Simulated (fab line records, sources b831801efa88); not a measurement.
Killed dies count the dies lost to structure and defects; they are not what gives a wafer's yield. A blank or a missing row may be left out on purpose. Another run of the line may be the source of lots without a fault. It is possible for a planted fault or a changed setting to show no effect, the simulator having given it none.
fab line records	flow sky130
[record] lots = 6	wafers = 18	lastDay = 49
route steps=708 shown SONOS_ONO@171 GATE_OXIDE@187 POLY_GATE@204 RES_PROTECT@206 PAD_OPEN@708
lots that met no fault: taken from a fault-free run of the same line
startH: start of the lot's first displayed wafer, in hours after the record's first day	waitH: hours since the lot's step before	" unchanged from the row above	L1.1+2: one row covering several wafers at once	- no value present, or no start provided	* or withheld: withheld	< > ~ a bound
route shown NAME@n: NAME is a module with steps in the file, n the number in the route of the first one	usual: mean/standard deviation of fault-free wafers	same: alike in all rows	chamber/n: place in a boat	sites: per-site readings	_std_site: the values' standard deviation	_edge_site: the outer-site mean with the inner-site mean subtracted	radiusMm: for every site, how far away it sits from the centre of the wafer	mask NAME#n: copy n	behind: the tool/chamber that last shaped the wafer	hold: reason for holding the lot/hours on hold/outcome of the hold	device: the n, p or np transistor that did not switch	end of line: the same wafers' tests at the end of the route	where a step has no rows: the recipe by itself	killed: count of dies lost to structure and defects at first sort (not the wafer's yield)	map: per-die view of a wafer (x killed, . not killed, _ where there is no die)
set.NAME: the run value of the setting; set.NAME@STEP: its run value at that earlier step	model.NAME: the simulator's own value behind a step, which no gauge read
certain route steps with their lots: each step a table, each wafer a row
services: a tool's chamber out of use, with start hour (startH, from the record's first day; less than 0 if before it), hours out, and reason
[[steps]]
[step SKY_SONOS_ONO_THK_MEAS_03]
[recipe] reads = Si3N4_of_SONOS_ONO_CVD_02
[usual] SONOS_ONO_CVD_02_THK = 10.53/0.14
lot.wafer	tool	chamber	startH	waitH	SONOS_ONO_CVD_02_THK[nm]
L687.1	filmMetro-01	-	275.23	0.0	10.59
L687.4	"	-	"	"	10.73
L687.6	"	-	"	"	10.71
L689.1	filmMetro-01	-	285.61	0.0	10.68
L689.3	"	-	"	"	10.77
L689.4	"	-	"	"	10.61
L690.1	filmMetro-01	-	289.63	0.0	10.56
L690.5	"	-	"	"	10.60
L690.6	"	-	"	"	10.38
L692.3	filmMetro-04	-	296.21	0.0	10.56
L692.4	"	-	"	"	10.60
L692.5	"	-	"	"	10.49
L693.1	filmMetro-01	-	310.18	0.0	10.46
L693.2	"	-	"	"	10.41
L693.4	"	-	"	"	10.44
L702.1	filmMetro-03	-	392.54	0.0	10.34
L702.2	"	-	"	"	10.48
L702.5	"	-	"	"	10.50
[step SKY_SONOS_ONO_CVD_04]
[recipe] material = SiO2	precursor = SiH4/N2O	targetThkNm = 5.7199	tempC = 900	pressureMtorr = 400
[step SKY_SONOS_ONO_THK_MEAS_05]
[recipe] reads = SiO2_of_SONOS_ONO_CVD_04
[usual] SONOS_ONO_CVD_04_THK = 5.74/0.13
lot.wafer	tool	chamber	startH	waitH	SONOS_ONO_CVD_04_THK[nm]
L687.1	filmMetro-04	-	277.17	0.0	5.63
L687.4	"	-	"	"	5.70
L687.6	"	-	"	"	5.75
L689.1	filmMetro-04	-	286.92	0.0	5.76
L689.3	"	-	"	"	5.74
L689.4	"	-	"	"	5.76
L690.1	filmMetro-01	-	290.94	0.0	6.02
L690.5	"	-	"	"	6.02
L690.6	"	-	"	"	5.95
L692.3	filmMetro-03	-	297.52	0.0	5.75
L692.4	"	-	"	"	5.72
L692.5	"	-	"	"	5.86
L693.1	filmMetro-03	-	311.49	0.0	5.81
L693.2	"	-	"	"	5.84
L693.4	"	-	"	"	5.81
L702.1	filmMetro-01	-	393.85	0.0	5.67
L702.2	"	-	"	"	5.77
L702.5	"	-	"	"	5.68
[step SKY_SONOS_ONO_DEHYDRATE_06]
[recipe] tempC = 200	timeS = 60
[step SKY_SONOS_ONO_HMDS_07]
[recipe] primeTimeS = 60	primeTempC = 120
[step SKY_SONOS_ONO_COAT_08]
[recipe] resist = NOVOLAK	spinRpm = 3000	resistThkNm = 1140
[step SKY_SONOS_ONO_SOFTBAKE_09]
[recipe] tempC = 90	timeS = 60	resist = NOVOLAK
[step SKY_SONOS_ONO_EXPOSE_10]
[recipe] maskId = ONOM	targetCdNm = 410	na = 0.6	sourceShape = conventional	sigmaOuter = 0.6	doseMj = 150
[step SKY_SONOS_ONO_PEB_11]
[recipe] tempC = withheld	timeS = *	resist = NOVOLAK
[step SKY_SONOS_ONO_DEVELOP_12]
[recipe] developTimeS = 60	devTempC = 23
[step SKY_SONOS_ONO_CD_MEAS_13]
[recipe] targetCdNm = 410
[usual] cdNm = 410.0/2.3
lot.wafer	tool	chamber	startH	waitH	cdNm
L687.1	cdSem-01	-	302.02	0.1	413.7
L687.4	"	-	"	"	413.3
L687.6	"	-	"	"	414.5
L689.1	cdSem-01	-	313.17	0.1	407.1
L689.3	"	-	"	"	407.3
L689.4	"	-	"	"	406.9
L690.1	cdSem-02	-	315.92	0.1	411.9
L690.5	"	-	"	"	412.8
L690.6	"	-	"	"	412.5
L692.3	cdSem-01	-	323.53	0.1	413.1
L692.4	"	-	"	"	413.6
L692.5	"	-	"	"	414.7
L693.1	cdSem-02	-	337.82	0.1	406.5
L693.2	"	-	"	"	405.7
L693.4	"	-	"	"	404.3
L702.1	cdSem-01	-	422.37	0.1	409.6
L702.2	"	-	"	"	410.5
L702.5	"	-	"	"	410.3
[step SKY_SONOS_ONO_OVL_MEAS_14]
[usual] SONOS_ONO_OVL = -1.0/1.3
lot.wafer	tool	chamber	startH	waitH	SONOS_ONO_OVL[nm]
L687.1	overlay-02	-	302.14	0.1	-0.8
L687.4	"	-	"	"	-1.4
L687.6	"	-	"	"	-2.2
L689.1	overlay-02	-	313.29	0.1	-3.9
L689.3	"	-	"	"	-4.9
L689.4	"	-	"	"	-1.1
L690.1	overlay-01	-	316.04	0.1	-1.1
L690.5	"	-	"	"	-1.7
L690.6	"	-	"	"	-1.8
L692.3	overlay-02	-	323.62	0.1	-2.0
L692.4	"	-	"	"	-1.3
L692.5	"	-	"	"	-2.0
L693.1	overlay-02	-	337.94	0.1	-1.4
L693.2	"	-	"	"	-1.6
L693.4	"	-	"	"	-1.4
L702.1	overlay-01	-	422.49	0.1	-0.5
L702.2	"	-	"	"	0.2
L702.5	"	-	"	"	0.8
[step SKY_SONOS_ONO_ETCH_15]
[recipe] targetDepthNm = 19.52	chemistry = CHF3/O2	sourceW = 613	biasW = 200	pressureMtorr = 40	chf3FlowSccm = 50	O2_flow_sccm = 5	timeS = 7.8
[usual] biasW = 199.9/0.63	drypumpMotorCurrentA = 5.8/0.34	oesProductAu = 1.006/0.011	throttleValvePct = 8.827/0.0099
lot.wafer	tool	chamber	startH	waitH	biasW	drypumpMotorCurrentA	oesProductAu	rfHoursCounterH	throttleValvePct
L687.1	rieDiel-04	3	302.17	0.0	200.5	5.9	1.010	76	8.836
L687.4	"	1	"	"	199.8	5.8	0.998	68	8.833
L687.6	"	3	"	"	200.0	6.0	1.007	-	8.813
L689.1	rieDiel-04	2	313.32	0.0	199.4	6.4	1.017	85	8.837
L689.3	"	3	"	"	199.9	6.0	1.014	76	8.842
L689.4	"	0	"	"	199.9	5.7	0.995	3	8.821
L690.1	rieDiel-01	1	316.07	0.0	200.3	6.1	1.009	3	8.814
L690.5	"	1	"	"	200.5	6.1	0.999	-	8.817
L690.6	"	0	"	"	198.5	5.8	1.025	-	8.842
L692.3	rieDiel-01	1	323.64	0.0	200.6	6.1	1.013	3	8.838
L692.4	"	0	"	"	199.5	5.8	1.027	69	8.829
L692.5	"	0	"	"	200.1	5.8	1.023	-	8.839
L693.1	rieDiel-01	2	337.97	0.0	199.2	5.4	1.005	8	8.836
L693.2	"	3	"	"	199.3	4.9	1.009	104	8.820
L693.4	"	0	"	"	199.4	5.8	1.014	69	8.820
L702.1	rieDiel-02	3	422.52	0.0	200.2	5.4	1.017	9	8.838
L702.2	"	2	"	"	199.6	5.8	1.005	65	8.804
L702.5	"	1	"	"	198.7	5.7	1.020	-	8.832
[step SKY_SONOS_ONO_WET_ETCH_16]
[recipe] chemistry = dHF	targetDepthNm = 14	dry = n2Spin	target = SiO2	dilution = 100:1	tempC = 25	timeS = 280
[step SKY_SONOS_ONO_STRIP_17]
[recipe] chemistry = O2/N2	powerW = 1400	pressureMtorr = 1500	platenTempC = withheld	o2FlowSccm = 3000	n2FlowSccm = 300	overashFraction = 0.5
[usual] drypumpMotorCurrentA = 5.98/0.23	oesProductAu = 0.709/0.0038	stripTimeToEndpointS = 14.10/0.039
lot.wafer	tool	chamber	startH	waitH	drypumpMotorCurrentA	oesProductAu	rfHoursCounterH	stripTimeToEndpointS
L687.1	plasmaAsher-04	1	302.29	0.0	5.75	0.713	46	14.06
L687.4	"	0	"	"	6.39	0.706	-	14.13
L687.6	"	0	"	"	6.38	0.718	-	14.11
L689.1	plasmaAsher-02	0	313.43	0.0	6.34	0.712	20	14.05
L689.3	"	0	"	"	6.30	0.709	-	14.04
L689.4	"	1	"	"	5.80	0.711	-	14.08
L690.1	plasmaAsher-01	0	316.18	0.0	5.82	0.709	64	14.22
L690.5	"	0	"	"	5.80	0.714	-	14.17
L690.6	"	1	"	"	5.99	0.709	-	14.17
L692.3	plasmaAsher-04	1	323.79	0.0	5.72	0.713	-	14.08
L692.4	"	0	"	"	6.39	0.708	-	14.07
L692.5	"	1	"	"	5.74	0.710	-	14.12
L693.1	plasmaAsher-01	1	338.08	0.0	5.97	0.710	66	14.14
L693.2	"	0	"	"	5.80	0.708	66	14.08
L693.4	"	1	"	"	5.99	0.706	-	14.12
L702.1	plasmaAsher-02	0	422.63	0.0	6.34	0.712	30	14.07
L702.2	"	1	"	"	5.80	0.713	30	14.07
L702.5	"	0	"	"	6.34	0.714	-	14.08
[step SKY_SONOS_ONO_WET_ETCH_18]
[recipe] chemistry = H3PO4	targetDepthNm = 15	target = Si3N4	tempC = 160	timeS = 172
[step SKY_GATE_OXIDE_CLEAN_00]
[recipe] chemistry = SC1/SC2	mix = 1:4:20	tempC = 70	timeS = 150	dry = n2Spin
[step SKY_GATE_OXIDE_OXIDATION_01]
[recipe] tempC = 900	ambient = O2	stabiliseS = 600	purgeS = 300	targetThkA = 102.68	oxTimeS = 1473
[step SKY_GATE_OXIDE_THK_MEAS_02]
[recipe] reads = SiO2_of_GATE_OXIDE_OXIDATION_01
[usual] GATE_OXIDE_OXIDATION_00_THK = 10.19/0.16
lot.wafer	tool	chamber	startH	waitH	GATE_OXIDE_OXIDATION_00_THK[nm]
L687.1	filmMetro-01	-	305.77	0.0	10.11
L687.4	"	-	"	"	9.94
L687.6	"	-	"	"	10.04
L689.1	filmMetro-02	-	317.37	0.0	10.06
L689.3	"	-	"	"	10.15
L689.4	"	-	"	"	9.95
L690.1	filmMetro-01	-	320.65	0.0	9.92
L690.5	"	-	"	"	10.30
L690.6	"	-	"	"	10.00
L692.3	filmMetro-01	-	325.88	0.0	10.02
L692.4	"	-	"	"	9.94
L692.5	"	-	"	"	10.03
L693.1	filmMetro-03	-	339.70	0.0	9.99
L693.2	"	-	"	"	10.10
L693.4	"	-	"	"	10.00
L702.1	filmMetro-02	-	425.29	0.0	10.22
L702.2	"	-	"	"	10.30
L702.5	"	-	"	"	10.18
[step SKY_GATE_OXIDE_DEHYDRATE_03]
[recipe] tempC = 200	timeS = 60
[step SKY_GATE_OXIDE_HMDS_04]
[recipe] primeTimeS = 60	primeTempC = 120
[step SKY_GATE_OXIDE_COAT_05]
[recipe] resist = NOVOLAK	spinRpm = 3000	resistThkNm = 1140
[step SKY_GATE_OXIDE_SOFTBAKE_06]
[recipe] tempC = 90	timeS = 60	resist = NOVOLAK
[step SKY_GATE_OXIDE_EXPOSE_07]
[recipe] maskId = LVOM	na = 0.6	sourceShape = conventional	sigmaOuter = 0.6	polarization = unpolarized	targetCdNm = 600	doseMj = 170
[step SKY_GATE_OXIDE_PEB_08]
[recipe] tempC = withheld	timeS = *	resist = NOVOLAK
[step SKY_GATE_OXIDE_DEVELOP_09]
[recipe] resist = NOVOLAK	developer = TMAH	developTimeS = 60	devTempC = 23
[step SKY_GATE_OXIDE_OVL_MEAS_10]
[usual] GATE_OXIDE_OVL = 1.2/1.4
lot.wafer	tool	chamber	startH	waitH	GATE_OXIDE_OVL[nm]
L687.1	overlay-01	-	331.59	0.1	1.1
L687.4	"	-	"	"	1.3
L687.6	"	-	"	"	-0.3
L689.1	overlay-01	-	343.89	0.1	2.5
L689.3	"	-	"	"	1.5
L689.4	"	-	"	"	1.9
L690.1	overlay-01	-	347.94	0.1	2.8
L690.5	"	-	"	"	1.2
L690.6	"	-	"	"	2.0
L692.3	overlay-01	-	352.65	0.1	0.0
L692.4	"	-	"	"	0.6
L692.5	"	-	"	"	0.9
L693.1	overlay-02	-	367.39	0.1	1.2
L693.2	"	-	"	"	1.4
L693.4	"	-	"	"	0.8
L702.1	overlay-02	-	455.79	0.1	1.5
L702.2	"	-	"	"	0.8
L702.5	"	-	"	"	0.3
[step SKY_GATE_OXIDE_IMPLANT_11]
[recipe] species = B	energyKev = 10	doseCm2 = 2.6e+12	tiltDeg = withheld
[step SKY_GATE_OXIDE_WET_ETCH_12]
[recipe] chemistry = dHF	targetDepthNm = 16.8	dry = n2Spin	target = SiO2	dilution = 100:1	tempC = 25	timeS = 336
[step SKY_GATE_OXIDE_STRIP_13]
[recipe] chemistry = O2/N2	powerW = 1400	pressureMtorr = 1500	platenTempC = withheld	o2FlowSccm = 3000	n2FlowSccm = 300	overashFraction = 0.5
[usual] drypumpMotorCurrentA = 6.0/0.33	oesProductAu = 0.716/0.0047	stripTimeToEndpointS = 14.17/0.043
lot.wafer	tool	chamber	startH	waitH	drypumpMotorCurrentA	oesProductAu	rfHoursCounterH	stripTimeToEndpointS
L687.1	plasmaAsher-01	1	331.89	0.0	6.0	0.715	66	14.15
L687.4	"	0	"	"	5.8	0.712	-	14.16
L687.6	"	0	"	"	5.8	0.723	-	14.19
L689.1	plasmaAsher-01	0	344.18	0.0	5.8	0.714	67	14.19
L689.3	"	0	"	"	5.8	0.717	-	14.22
L689.4	"	1	"	"	6.0	0.713	-	14.24
L690.1	plasmaAsher-01	0	348.23	0.0	5.8	0.728	67	14.15
L690.5	"	0	"	"	5.8	0.716	-	14.13
L690.6	"	1	"	"	6.0	0.717	-	14.15
L692.3	plasmaAsher-04	1	352.97	0.0	5.8	0.719	-	14.28
L692.4	"	0	"	"	6.4	0.713	-	14.28
L692.5	"	1	"	"	5.8	0.711	-	14.29
L693.1	plasmaAsher-01	0	367.68	0.0	5.8	0.714	69	14.15
L693.2	"	1	"	"	6.0	0.714	69	14.15
L693.4	"	0	"	"	5.8	0.722	-	14.21
L702.1	plasmaAsher-03	0	456.18	0.0	6.6	0.719	74	14.18
L702.2	"	1	"	"	5.4	0.710	74	14.15
L702.5	"	0	"	"	6.5	0.711	-	14.18
[step SKY_GATE_OXIDE_TW_MEAS_14]
[usual] GATE_OXIDE_TW = 223/3.3
lot.wafer	tool	chamber	startH	waitH	GATE_OXIDE_TW
L687.1	filmMetro-02	-	331.99	0.1	226
L687.4	"	-	"	"	226
L687.6	"	-	"	"	226
L689.1	filmMetro-02	-	344.28	0.1	228
L689.3	"	-	"	"	227
L689.4	"	-	"	"	228
L690.1	filmMetro-03	-	348.33	0.1	220
L690.5	"	-	"	"	220
L690.6	"	-	"	"	219
L692.3	filmMetro-02	-	353.05	0.1	228
L692.4	"	-	"	"	228
L692.5	"	-	"	"	227
L693.1	filmMetro-03	-	367.78	0.1	220
L693.2	"	-	"	"	219
L693.4	"	-	"	"	220
L702.1	filmMetro-03	-	456.28	0.1	218
L702.2	"	-	"	"	218
L702.5	"	-	"	"	221
[step SKY_GATE_OXIDE_CLEAN_15]
[recipe] chemistry = SC1/SC2	mix = 1:4:20	tempC = 70	timeS = 150	dry = n2Spin
[step SKY_GATE_OXIDE_OXIDATION_16]
[recipe] tempC = 796.6	ambient = O2	idleTempC = 700	rampUpCPerMin = 10	rampDownCPerMin = 3	stabiliseS = 600	purgeS = 300	targetThkA = 35.7	oxTimeS = 1915
[step SKY_POLY_GATE_CVD_00]
[recipe] material = poly-Si	targetThkNm = 180	tempC = 620	timeS = 720	pressureMtorr = 200
[step SKY_POLY_GATE_THK_MEAS_01]
[recipe] reads = poly-Si_of_POLY_GATE_CVD_00
[usual] POLY_GATE_CVD_00_THK = 180.0/2
lot.wafer	tool	chamber	startH	waitH	POLY_GATE_CVD_00_THK[nm]
L687.1	filmMetro-04	-	335.92	0.0	178.3
L687.4	"	-	"	"	178.4
L687.6	"	-	"	"	179.5
L689.1	filmMetro-04	-	347.12	0.0	180.4
L689.3	"	-	"	"	180.7
L689.4	"	-	"	"	182.2
L690.1	filmMetro-03	-	351.17	0.0	177.2
L690.5	"	-	"	"	179.2
L690.6	"	-	"	"	177.2
L692.3	filmMetro-03	-	358.88	0.0	175.0
L692.4	"	-	"	"	177.1
L692.5	"	-	"	"	178.4
L693.1	filmMetro-03	-	377.15	0.0	179.3
L693.2	"	-	"	"	178.9
L693.4	"	-	"	"	179.6
L702.1	filmMetro-04	-	459.32	0.0	177.6
L702.2	"	-	"	"	178.5
L702.5	"	-	"	"	178.0
[step SKY_RES_PROTECT_DEHYDRATE_00]
[recipe] tempC = 200	timeS = 60
[step SKY_RES_PROTECT_HMDS_01]
[recipe] primeTimeS = 60	primeTempC = 120
[step SKY_RES_PROTECT_COAT_02]
[recipe] resist = NOVOLAK	spinRpm = 3000	resistThkNm = 1140
[step SKY_RES_PROTECT_SOFTBAKE_03]
[recipe] tempC = 90	timeS = 60	resist = NOVOLAK
[step SKY_RES_PROTECT_EXPOSE_04]
[recipe] maskId = RPM	na = 0.6	sourceShape = conventional	sigmaOuter = 0.6	polarization = unpolarized	targetCdNm = 1270	doseMj = 131
[step SKY_RES_PROTECT_PEB_05]
[recipe] tempC = withheld	timeS = *	resist = NOVOLAK
[step SKY_RES_PROTECT_DEVELOP_06]
[recipe] resist = NOVOLAK	developer = TMAH	developTimeS = 60	devTempC = 23
[step SKY_PAD_OPEN_PROBE_99]
[usual] killed_at_M0_to_M3 = 43/6.8	killed_at_M4_up = 3.1/1.8	killedAtContacts = 25/5.8	killedAtFrontEnd = 15/4.2	killedAtOther = 0.3/0.5	killedDies = 87/9.7	killedOpen = 47/7.3	killedShort = 39/6.6
[same] grossDies = 492	killedAtBackSide = 0
lot.wafer	tool	chamber	startH	waitH	killed_at_M0_to_M3	killed_at_M4_up	killedAtContacts	killedAtFrontEnd	killedAtOther	killedDies	killedOpen	killedShort
L690.1	prober-01	-	1104.75	0.1	42	1	32	9	1	85	45	40
L690.5	prober-01	-	1104.95	0.2	42	2	22	15	1	82	50	32
L690.6	prober-01	-	1105.00	0.2	50	1	23	9	1	84	44	40
L692.3	prober-02	-	1111.20	0.2	39	3	19	72	0	133	39	38
L692.4	prober-02	-	1111.25	0.2	39	1	22	76	0	138	40	39
L692.5	prober-02	-	1111.30	0.2	39	3	19	65	0	126	40	30
L693.1	prober-01	-	1120.05	0.1	41	3	30	80	0	154	48	44
L693.2	prober-01	-	1120.10	0.1	49	3	23	71	1	147	45	43
L693.4	prober-01	-	1120.20	0.2	34	2	20	77	0	133	36	35
// killed by level:class
L690.1 LI_CONTACT:geometricParticle:open=11 VIA1:geometricParticle:open=9 METAL2:geometricParticle:short=7 LOCAL_INTERCONNECT:geometricParticle:short=6 CONTACT:geometricParticle:open=5 VIA3:geometricParticle:open=5 VIA1:geometricParticle:short=5 LI_CONTACT:geometricParticle:short=4
L690.5 VIA1:geometricParticle:open=11 LI_CONTACT:geometricParticle:open=9 CONTACT:geometricParticle:open=6 VIA3:geometricParticle:open=6 FIELD_ISO:geometricParticle:short=5 VIA2:geometricParticle:open=5 POLY_GATE:geometricParticle:open=4 CONTACT:geometricParticle:short=4
L690.6 VIA2:geometricParticle:open=13 CONTACT:geometricParticle:open=8 VIA1:geometricParticle:short=7 VIA3:geometricParticle:open=7 VIA1:geometricParticle:open=6 LI_CONTACT:geometricParticle:open=5 LI_CONTACT:geometricParticle:short=5 METAL3:geometricParticle:short=4
L692.3 SONOS_ONO:unspecified=56 VIA2:geometricParticle:open=8 METAL2:geometricParticle:short=7 VIA3:geometricParticle:open=6 POLY_GATE:geometricParticle:open=5 LI_CONTACT:geometricParticle:open=5 LI_CONTACT:geometricParticle:short=5 METAL1:geometricParticle:short=5
L692.4 SONOS_ONO:unspecified=59 VIA1:geometricParticle:open=10 FIELD_ISO:geometricParticle:open=6 LI_CONTACT:geometricParticle:open=6 VIA1:geometricParticle:short=6 POLY_GATE:geometricParticle:short=5 CONTACT:geometricParticle:short=5 VIA3:geometricParticle:open=5
L692.5 SONOS_ONO:unspecified=56 VIA3:geometricParticle:open=12 CONTACT:geometricParticle:short=7 VIA1:geometricParticle:open=7 CONTACT:geometricParticle:open=5 LI_CONTACT:geometricParticle:open=4 METAL1:geometricParticle:open=4 FIELD_ISO:geometricParticle:short=3
L693.1 SONOS_ONO:unspecified=62 VIA2:geometricParticle:open=11 CONTACT:geometricParticle:open=8 CONTACT:geometricParticle:short=7 VIA1:geometricParticle:open=6 LI_CONTACT:geometricParticle:open=6 POLY_GATE:geometricParticle:open=5 LI_CONTACT:geometricParticle:short=5
L693.2 SONOS_ONO:unspecified=59 VIA1:geometricParticle:open=12 LI_CONTACT:geometricParticle:open=8 VIA1:geometricParticle:short=8 METAL2:geometricParticle:short=8 VIA3:geometricParticle:open=6 CONTACT:geometricParticle:open=5 POLY_GATE:geometricParticle:short=4
L693.4 SONOS_ONO:unspecified=62 CONTACT:geometricParticle:open=7 VIA1:geometricParticle:open=7 VIA3:geometricParticle:open=5 VIA2:geometricParticle:short=4 POLY_GATE:geometricParticle:open=4 POLY_GATE:geometricParticle:short=4 LI_CONTACT:geometricParticle:open=4
// map L692.4 (x killed, . not)
__________...xxxxxx._________
________...xxxxxxx.x.._______
______.x.xxxxxxxxxxxx..._____
_____.x..x.xxxxxxxxxxx..x____
____.....xxxxxxxxxxxx..x.x___
___x...x...xxxxxxxxx......x__
__...........xxxxxxx...x...._
_..x....x.....xx........xx...
_....................x...xxx.
_.x..x..x..x............x..x.
_x..x.........x.x....x.....x.
_x...xx......x....x..x.x...x.
_.......x..x..x..x..........x
_...........x.x...x.........x
_x.x.x.....x.x......x...x....
__.x.....x....x..x.........._
___.....x.x.x............x.__
____........x.........x.x.___
_____..........x.........____
______..........xx...x.._____
________.............._______
__________...x.x...._________
// map L693.1 (x killed, . not)
__________...x..x..x_________
________........x..x.x_______
______x.......x........x_____
_____..x........x...xxxx.____
____.x.......x............___
___xx..x.......xx....x...xx__
__....x............x......x._
_...x................x......x
_.x.x.......xxx.x....x...x...
_....x....x....x.x......x....
_...x.x.....xxxx.x......x....
_xx......xxxxx.xxx....x...x..
_x.x..xx.xxxxxxx.............
_.x....xxxxxxxx.x....x..x....
_......xxxxxxxxxx.x.....x.x..
__.....xxxxxxxxxx..xxx.....x_
___.x.x.xxxxxxxx.x.......xx__
____.xx.x.xxxxx...........___
_____....xxxxxxx.........____
______xx..x.x...x......x_____
________.xx....x...x.._______
__________.x......x._________
[[services]]
tool	chamber	startH	hours	kind
plasmaAsher-04	-	284.07	14.6	pm
plasmaAsher-04	-	298.67	2.8	pm
plasmaAsher-02	-	303.73	8.0	repair
plasmaAsher-04	-	303.85	0.3	repair
rieDiel-02	0	305.75	6.3	repair
rieDiel-01	-	320.80	1.0	repair
rieDiel-02	3	333.23	11.9	repair
plasmaAsher-01	-	362.83	4.4	repair
rieDiel-01	2	370.24	4.9	repair
rieDiel-01	-	372.56	0.4	repair
rieDiel-04	3	374.65	3.3	repair
plasmaAsher-02	-	382.35	14.6	pm
rieDiel-01	3	382.40	5.8	repair
rieDiel-01	-	382.55	0.5	repair
rieDiel-01	3	410.90	-	clean
plasmaAsher-01	-	421.25	9.0	pm
plasmaAsher-01	0	421.25	9.0	ventCycle
plasmaAsher-01	1	421.25	9.0	ventCycle
rieDiel-01	3	427.51	6.5	repair
plasmaAsher-01	0	430.25	-	clean
plasmaAsher-01	1	430.25	-	clean
rieDiel-04	3	442.66	3.4	repair
rieDiel-02	2	448.41	7.6	repair
plasmaAsher-01	-	456.16	15.4	repair
[[key]]
[firstSign] step = SKY_PAD_OPEN_PROBE_99	reading = killedAtFrontEnd	direction = up	sigmas = 14	usual = 15	struck = 74
[effect] step = SKY_PAD_OPEN_PROBE_99	reading = killedDies	direction = up	sigmas = 5.4	usual = 87	struck = 138
metAt SKY_SONOS_ONO_ETCH_15
struckWafers L692.3,L692.4,L692.5,L693.1,L693.2,L693.4
testerLeftOut L692,L693
onsetBetween 316.07 323.64
[fault] kind = chamberParticleSource	tool = rieDiel-01	chamber = -	onsetH = 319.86	steps = SKY_SONOS_ONO_ETCH_15	ratePerVisitCm2 = 1.2585	endH = 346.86
// testerLeftOut: of these lots the tester's yield and bins aren't shown, on N5 and GAA mostly nor the transistor test; their killed dies are dies lost to structure and defects alone, not to doping, threshold or leakage, so they don't give the yield
